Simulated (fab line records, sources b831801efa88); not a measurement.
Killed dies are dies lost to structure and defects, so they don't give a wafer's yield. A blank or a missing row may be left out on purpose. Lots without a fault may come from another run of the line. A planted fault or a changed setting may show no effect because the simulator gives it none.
One fault seen from 2 desks | flow sky130 | each desk has only its own numbers; what lay behind them comes last

THE METROLOGY DESK
What the gauges read, lot by lot, whatever tool the lot ran on: means of the sampled wafers that have a number. A lot is out of limits, marked OUT, if its mean lies more than 4 standard deviations from the usual mean; the brackets give that distance.
Columns: A = METAL2_ALCU_THK at SKY_METAL2_THK_MEAS_06, usual 253.4 nm; B = cd_nm at SKY_METAL2_CD_MEAS_15, usual 140.2 nm; C = METAL2_OVL at SKY_METAL2_OVL_MEAS_16, usual 0 nm
lot  | first seen here | A     | B     | C
L109 | day 34 09:08    | 254.8 | 141.4 | -5
L117 | day 36 16:44    | 253.1 | 142.3 | -4
L118 | day 36 18:24    | 252.9 | 137.5 | 9
L129 | day 40 00:10    | 254.7 | 143.2 | 6
L131 | day 40 22:15    | 254.8 | 141.1 | 2
L132 | day 41 00:01    | 254.9 | 141.0 | -2
This desk's finding: nothing out of limits on any of the 6 lots.

THE TOOL OWNER'S DESK: rie_metal-04
The tool's own readings at SKY_METAL2_ETCH_18 (etches BARC in N2/H2, stops on SiO2, time 45.9 s, target depth 60 nm): means of the sampled wafers that have a number, for each lot that ran on this tool. A lot is out of limits, marked OUT, if its mean lies more than 4 standard deviations from the usual mean; the brackets give that distance.
Columns: A = drypump_motor_current_A at SKY_METAL2_ETCH_18, usual 6.0 A; B = oes_product_au at SKY_METAL2_ETCH_18, usual 0.855 a.u.; C = rf_fwd_power_W at SKY_METAL2_ETCH_18, usual 495.5 W; D = throttle_valve_pct at SKY_METAL2_ETCH_18, usual 13.225 %
lot  | first seen here | A   | B     | C               | D
L117 | day 37 17:30    | 5.4 | 0.854 | 547.3 (+20) OUT | 13.228
L118 | day 37 19:49    | 5.4 | 0.859 | 549.4 (+21) OUT | 13.231
L129 | day 41 00:05    | 5.5 | 0.855 | 497.8           | 13.223
This desk's finding: out of limits on L117, L118; first on L117, day 37 17:30 (rf_fwd_power_W at SKY_METAL2_ETCH_18). In limits: L129.

PUT TOGETHER
The tool owner's desk could have raised an alarm at day 37 17:30, on L117, L118.
The metrology desk saw nothing out of limits.
The metrology desk has L117, L118 on record, within its limits.
Of the lots named, all ran SKY_METAL2_ETCH_18 on rie_metal-04.

WHAT THE SIMULATOR HAD PUT IN
Process parameter drift: rie_metal-04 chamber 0, from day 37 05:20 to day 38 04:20, at SKY_METAL2_ETCH_18. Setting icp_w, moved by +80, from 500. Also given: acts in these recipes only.
Lots struck among those shown: L117, L118.
Hours from the fault's start to each desk's first reading out of limits: the tool owner's desk, 12.
